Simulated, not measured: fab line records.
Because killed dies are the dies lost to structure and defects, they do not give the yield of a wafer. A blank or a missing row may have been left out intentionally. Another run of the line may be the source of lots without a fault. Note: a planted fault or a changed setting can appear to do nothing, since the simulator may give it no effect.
One fault through the eyes of 2 desks || flow sky130 || every desk sees just its own numbers, and what lay behind them comes last

== FROM THE METROLOGY DESK ==
What the gauges read, lot by lot, whatever tool the lot ran on: means of the sampled wafers that have a number. If a lot's mean is further than 4 standard deviations from the usual mean, the lot is out of limits and carries the mark OUT (the distance appears in the brackets).
Columns: A = SONOS_TUNNEL_TW at SKY_SONOS_TUNNEL_TW_MEAS_12, usual 197.1; B = CAPM_CVD_00_THK at SKY_CAPM_THK_MEAS_01, usual 15.47 nm
{"lot": "L887", "first seen here": "day 11 22:17", "A": 197.7, "B": 15.72}
{"lot": "L888", "first seen here": "day 12 08:23", "A": 198.0, "B": 15.36}
{"lot": "L889", "first seen here": "day 12 16:32", "A": 197.0, "B": 15.50}
{"lot": "L890", "first seen here": "day 13 19:41", "A": 197.5, "B": 15.42}
{"lot": "L891", "first seen here": "day 13 23:21", "A": 194.6, "B": 15.67}
{"lot": "L893", "first seen here": "day 14 08:54", "A": 199.7, "B": 15.32}
{"lot": "L896", "first seen here": "day 14 16:40", "A": 199.0, "B": 15.58}
{"lot": "L897", "first seen here": "day 15 04:56", "A": 196.3, "B": 15.44}
{"lot": "L898", "first seen here": "day 15 13:51", "A": 197.2, "B": 15.22}
{"lot": "L905", "first seen here": "day 17 21:17", "A": 198.2, "B": "18.49 (+15) OUT"}
{"lot": "L908", "first seen here": "day 18 22:27", "A": 195.0, "B": 15.63}
Finding of this desk: L905 out of limits, first seen on L905 at day 42 10:30 (CAPM_CVD_00_THK at SKY_CAPM_THK_MEAS_01). Within limits: L887, L888, L889, L890, L891, L893, L896, L897, L898, L908.

== FOR THE TOOL OWNER'S DESK: pecvd-03 ==
The tool's own readings at SKY_CAPM_CVD_00 (deposits SiO2, target thk 15.5 nm): means of the sampled wafers that have a number, for each lot that ran on this tool. If a lot's mean is further than 4 standard deviations from the usual mean, the lot is out of limits and carries the mark OUT (the distance appears in the brackets).
Columns: A = heater-power-w at SKY_CAPM_CVD_00, usual 706 W
{"lot": "L887", "first seen here": "day 37 05:23", "A": 645}
{"lot": "L889", "first seen here": "day 37 17:02", "A": 657}
{"lot": "L890", "first seen here": "day 38 18:41", "A": 622}
{"lot": "L891", "first seen here": "day 38 23:14", "A": 634}
{"lot": "L896", "first seen here": "day 39 15:22", "A": 700}
{"lot": "L905", "first seen here": "day 42 10:29", "A": 772}
Result from this desk: across the 6 lots, nothing is out of limits.

== BROUGHT TOGETHER ==
On L905, the metrology desk was in a position to raise an alarm at day 42 10:30.
The desk of the tool owner found nothing out of limits.
The tool owner's desk has L905 on record, within its limits.
The lots listed all ran SKY_CAPM_CVD_00 on pecvd-03.

== WHAT HAD BEEN PUT IN BY THE SIMULATOR ==
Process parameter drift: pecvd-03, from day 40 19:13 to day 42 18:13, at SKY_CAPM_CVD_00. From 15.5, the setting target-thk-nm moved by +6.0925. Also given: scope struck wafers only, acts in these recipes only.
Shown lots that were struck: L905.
Hours from the fault's start to each desk's first reading out of limits: the metrology desk, 39.
